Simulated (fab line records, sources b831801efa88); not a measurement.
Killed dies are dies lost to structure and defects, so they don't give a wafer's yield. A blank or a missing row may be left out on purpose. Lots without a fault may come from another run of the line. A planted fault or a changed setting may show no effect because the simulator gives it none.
Which tool did it? | flow sky130 | 13 lots, 39 wafers sampled, at 5 steps of a route of 708

WHAT THE GAUGES READ, wafer by wafer
SKY_VT_ADJUST_HVTP_OVL_MEAS_08. Usual: VT_ADJUST_HVTP_OVL -0.2 nm, standard deviation 1.5.
lot  | measured     | on         | VT_ADJUST_HVTP_OVL (nm) | flag
L126 | day 6 08:35  | overlay-02 | -1.9 -0.8 -0.4          |
L127 | day 6 10:37  | overlay-02 | 0.0 1.1 0.4             |
L129 | day 7 02:41  | overlay-02 | 0.1 1.0 0.7             |
L130 | day 7 07:25  | overlay-02 | 3.0 1.2 0.0             |
L133 | day 8 00:44  | overlay-02 | 1.5 1.3 2.1             |
L136 | day 8 18:59  | overlay-01 | -0.5 -0.9 -1.3          |
L137 | day 9 06:05  | overlay-02 | -1.9 -3.1 -0.2          |
L139 | day 9 13:22  | overlay-02 | -1.5 -4.1 0.0           |
L140 | day 9 22:47  | overlay-02 | 1.1 -0.7 -0.2           |
L141 | day 10 04:29 | overlay-01 | -0.4 -1.2 -0.8          |
L142 | day 10 11:32 | overlay-01 | -2.0 -2.1 0.7           |
L143 | day 10 21:04 | overlay-01 | -0.2 -0.7 -1.0          |
L147 | day 11 19:35 | overlay-02 | 2.2 0.2 0.8             |

SKY_VT_ADJUST_HVTR_CD_MEAS_07: target cd 380 nm. Usual: cd_nm 380.6 nm, standard deviation 2.1.
lot  | measured     | on        | cd_nm (nm)        | flag
L126 | day 9 21:38  | cd_sem-01 | 385.9 384.8 383.8 |
L127 | day 10 02:18 | cd_sem-02 | 382.2 381.8 384.5 |
L129 | day 10 19:23 | cd_sem-02 | 379.7 377.8 379.2 |
L130 | day 11 02:15 | cd_sem-02 | 382.7 383.7 382.7 |
L133 | day 11 22:55 | cd_sem-02 | 380.9 383.5 381.2 |
L136 | day 12 20:14 | cd_sem-02 | 378.0 375.8 379.1 |
L137 | day 13 09:43 | cd_sem-01 | 382.5 383.5 383.5 |
L139 | day 13 17:37 | cd_sem-01 | 383.3 380.3 382.1 |
L140 | day 14 06:38 | cd_sem-01 | 382.2 379.6 377.6 |
L141 | day 14 13:08 | cd_sem-02 | 382.3 380.1 380.1 |
L142 | day 14 21:31 | cd_sem-01 | 381.9 383.1 383.3 |
L143 | day 15 06:34 | cd_sem-02 | 381.2 377.9 378.4 |
L147 | day 16 08:56 | cd_sem-02 | 382.6 378.9 380.5 |

SKY_VT_ADJUST_HVTR_OVL_MEAS_08. Usual: VT_ADJUST_HVTR_OVL 1.2 nm, standard deviation 1.4.
lot  | measured     | on         | VT_ADJUST_HVTR_OVL (nm)                   | flag
L126 | day 9 21:45  | overlay-02 | 0.5 -0.2 1.0                              |
L127 | day 10 02:23 | overlay-02 | -1.2 0.0 0.5                              |
L129 | day 10 19:30 | overlay-02 | 3.3 1.5 3.6                               |
L130 | day 11 02:20 | overlay-02 | 2.6 1.2 1.2                               |
L133 | day 11 23:02 | overlay-02 | -2.3 0.8 0.4                              |
L136 | day 12 20:21 | overlay-02 | 1.6 1.2 0.9                               |
L137 | day 13 09:50 | overlay-01 | -104.8 -102.3 -104.0 -105.4 -103.5 -104.2 | OFF
L139 | day 13 17:43 | overlay-02 | -103.3 -100.8 -101.4 -104.1 -101.9 -103.0 | OFF
L140 | day 14 06:45 | overlay-02 | -106.6 -104.5 -105.0 -107.4 -105.3 -106.0 | OFF
L141 | day 14 13:14 | overlay-02 | 1.3 0.9 1.2                               |
L142 | day 14 21:38 | overlay-01 | 1.6 4.4 -0.2                              |
L143 | day 15 06:41 | overlay-02 | 3.4 2.7 2.2                               |
L147 | day 16 09:03 | overlay-02 | 0.7 0.0 0.1                               |

WHICH TOOL RAN EACH LOT (tool, then ch and the chambers of the sampled wafers, then the start)
lot  | SKY_VT_ADJUST_NCORE_STRIP_10         | SKY_VT_ADJUST_HVTR_EXPOSE_04
L126 | plasma_asher-01 ch 0,1, day 8 22:55  | iline_stepper-01 ch 0, day 9 10:38
L127 | plasma_asher-01 ch 0,1, day 9 03:27  | iline_stepper-01 ch 0, day 9 15:16
L129 | plasma_asher-02 ch 0,1, day 9 19:40  | iline_stepper-01 ch 0, day 10 06:59
L130 | plasma_asher-03 ch 0,1, day 10 02:29 | iline_stepper-01 ch 0, day 10 14:26
L133 | plasma_asher-03 ch 0,1, day 10 21:49 | iline_stepper-02 ch 0, day 11 10:06
L136 | plasma_asher-01 ch 0,1, day 11 18:49 | iline_stepper-01 ch 0, day 12 07:04
L137 | plasma_asher-01 ch 0,1, day 12 07:13 | iline_stepper-02 ch 0, day 12 20:46
L139 | plasma_asher-03 ch 0,1, day 12 15:04 | iline_stepper-02 ch 0, day 13 04:45
L140 | plasma_asher-02 ch 0,1, day 13 03:20 | iline_stepper-02 ch 0, day 13 16:41
L141 | plasma_asher-02 ch 0,1, day 13 08:40 | iline_stepper-01 ch 0, day 13 22:56
L142 | plasma_asher-03 ch 0,1, day 13 17:43 | iline_stepper-01 ch 0, day 14 08:13
L143 | plasma_asher-03 ch 0,1, day 14 03:16 | iline_stepper-01 ch 0, day 14 17:28
L147 | plasma_asher-01 ch 0,1, day 15 05:56 | iline_stepper-01 ch 0, day 15 19:50
- SKY_VT_ADJUST_NCORE_STRIP_10: strips in O2/N2.
- SKY_VT_ADJUST_HVTR_EXPOSE_04: exposes mask HVTRM, target cd 380 nm.

WHAT THE TOOLS THEMSELVES READ (means of the sampled wafers that have a number; where no wafer has one, the mark that the record gives instead)
SKY_VT_ADJUST_NCORE_STRIP_10. Usual: drypump_motor_current_A 5.67 A, standard deviation 0.26; oes_product_au 0.715 a.u., standard deviation 0.0047; strip_time_to_endpoint_s 14.17 s, standard deviation 0.049.
lot  | tool            | drypump_motor_current_A (A) | oes_product_au (a.u.) | strip_time_to_endpoint_s (s) | flag
L126 | plasma_asher-01 | 5.93                        | 0.715                 | 14.26                        |
L127 | plasma_asher-01 | 5.91                        | 0.720                 | 14.20                        |
L129 | plasma_asher-02 | 5.93                        | 0.716                 | 14.13                        |
L130 | plasma_asher-03 | 5.42                        | 0.718                 | 14.10                        |
L133 | plasma_asher-03 | 5.43                        | 0.712                 | 14.12                        |
L136 | plasma_asher-01 | 5.91                        | 0.715                 | 14.20                        |
L137 | plasma_asher-01 | 5.86                        | 0.720                 | 14.15                        |
L139 | plasma_asher-03 | 5.41                        | 0.716                 | 14.15                        |
L140 | plasma_asher-02 | 5.89                        | 0.718                 | 14.12                        |
L141 | plasma_asher-02 | 5.75                        | 0.718                 | 14.24                        |
L142 | plasma_asher-03 | 5.40                        | 0.716                 | 14.18                        |
L143 | plasma_asher-03 | 5.40                        | 0.715                 | 14.20                        |
L147 | plasma_asher-01 | 5.93                        | 0.710                 | 14.14                        |

THE ANSWER, worked out from the rows above alone
Rule: a lot is off if the mean of its wafers that have a number lies more than 3 standard deviations from the usual mean. A lot without any number at a reading at which 4 lots or more have one is off too. The other lots that the step has rows for count as sound. The gauges are gone through in route order, then the tools' own readings, and for those a lot's mean is taken as printed above. The first step at which some lot is off is used, and at that step the reading that is off furthest; a lot without a number counts as furthest.
Off: L137, L139, L140, at SKY_VT_ADJUST_HVTR_OVL_MEAS_08 (VT_ADJUST_HVTR_OVL).
A tool fits if, at a process step before that reading, it ran every lot that is off, and no sound lot after the first of them. The gauges at SKY_VT_ADJUST_HVTR_OVL_MEAS_08 are tried like those tools. One fits: iline_stepper-02 at SKY_VT_ADJUST_HVTR_EXPOSE_04. Its last sound lot is L133 (day 11 10:06), its first lot that is off L137 (day 12 20:46): a fault that began between those two fits.

WHAT THE SIMULATOR HAD PUT IN
Scanner matching overlay: iline_stepper-02, from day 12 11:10 on, at SKY_VT_ADJUST_HVTR_EXPOSE_04. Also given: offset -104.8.
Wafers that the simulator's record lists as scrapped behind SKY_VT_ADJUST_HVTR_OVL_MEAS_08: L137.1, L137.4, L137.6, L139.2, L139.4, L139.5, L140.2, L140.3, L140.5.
Lots struck among those shown: L137, L139, L140. The rule above found the same.
